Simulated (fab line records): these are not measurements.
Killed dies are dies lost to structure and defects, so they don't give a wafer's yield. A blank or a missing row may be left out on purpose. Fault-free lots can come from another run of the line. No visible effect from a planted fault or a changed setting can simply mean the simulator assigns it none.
The same fault as seen by 2 desks + flow gf180mcu + each desk holds nothing but its own numbers, with what lay behind them at the end

== METROLOGY DESK ==
Means of the sampled wafers that have a number, per lot and without regard to the tool the lot ran on: this is what the gauges read. Any lot whose mean is over 4 standard deviations away from the usual mean is out of limits and marked OUT; that distance is given in the brackets.
Columns: A = MVPSD_TW at GF_MVPSD_TW_MEAS_11, usual 551; B = VT_IMPLANT_OVL at GF_VT_IMPLANT_OVL_MEAS_07, usual 0.8 nm; C = VT_IMPLANT_TW at GF_VT_IMPLANT_TW_MEAS_10, usual 568
| lot  | first seen here | A   | B    | C   |
|------|-----------------|-----|------|-----|
| L837 | day 5 07:04     | 545 | 1.4  | 569 |
| L838 | day 5 13:54     | 553 | 1.9  | 575 |
| L843 | day 6 12:00     | 553 | 3.5  | 575 |
| L844 | day 6 18:02     | 554 | 2.1  | 553 |
| L845 | day 6 23:15     | 551 | 0.1  | 578 |
| L846 | day 7 04:57     | 546 | 0.2  | 557 |
| L847 | day 7 12:22     | 552 | -3.1 | 575 |
| L851 | day 8 15:45     | 547 | 1.7  | 571 |
| L855 | day 9 16:12     | 546 | 1.2  | 571 |
| L856 | day 9 22:09     | 551 | -0.5 | 570 |
| L857 | day 10 02:30    | 545 | -0.6 | 554 |
| L858 | day 10 05:36    | 545 | 2.0  | 570 |
| L859 | day 10 17:57    | 546 | 0.8  | 557 |
| L860 | day 10 19:31    | 552 | -0.3 | 574 |
This desk's verdict: no lot among the 14 shows anything out of limits.

== FOR THE TOOL OWNER'S DESK: implanter-04 ==
GF_VT_IMPLANT_IMPLANT_41, tool's own readings: per-lot mean of the sampled wafers with a number, covering each lot this tool ran. Any lot whose mean is over 4 standard deviations away from the usual mean is out of limits and marked OUT; that distance is given in the brackets.
Columns: A = beam-on-s at GF_VT_IMPLANT_IMPLANT_41, usual 10.02 s; B = faraday-current-uA at GF_VT_IMPLANT_IMPLANT_41, usual 5.70
| lot  | first seen here | A                | B               |
|------|-----------------|------------------|-----------------|
| L838 | day 8 04:37     | 10.20            | 5.61            |
| L843 | day 9 05:33     | 10.09            | 5.67            |
| L844 | day 9 09:50     | 11.14 (+5.4) OUT | 5.14 (-4.6) OUT |
| L846 | day 9 23:51     | 11.18 (+5.5) OUT | 5.14 (-4.7) OUT |
| L856 | day 13 00:36    | 10.25            | 5.57            |
| L858 | day 13 08:30    | 9.97             | 5.73            |
This desk's verdict: out of limits on L844, L846, starting with L844 at day 9 09:50 (beam-on-s at GF_VT_IMPLANT_IMPLANT_41). In limits: L838, L843, L856, L858.

== PUT TOGETHER ==
The tool owner's desk could have raised an alarm at day 9 09:50, on L844, L846.
Nothing out of limits was seen by the metrology desk.
The metrology desk holds a record of L844, L846, inside its limits.
The lots listed all ran GF_VT_IMPLANT_IMPLANT_41 on implanter-04.

== WHAT HAD BEEN PUT IN BY THE SIMULATOR ==
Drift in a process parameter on implanter-04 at GF_VT_IMPLANT_IMPLANT_41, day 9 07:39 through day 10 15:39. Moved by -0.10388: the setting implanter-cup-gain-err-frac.
Lots struck among those shown: L844, L846.
Each desk's first reading out of limits, in hours after the fault started: the tool owner's desk, 2.
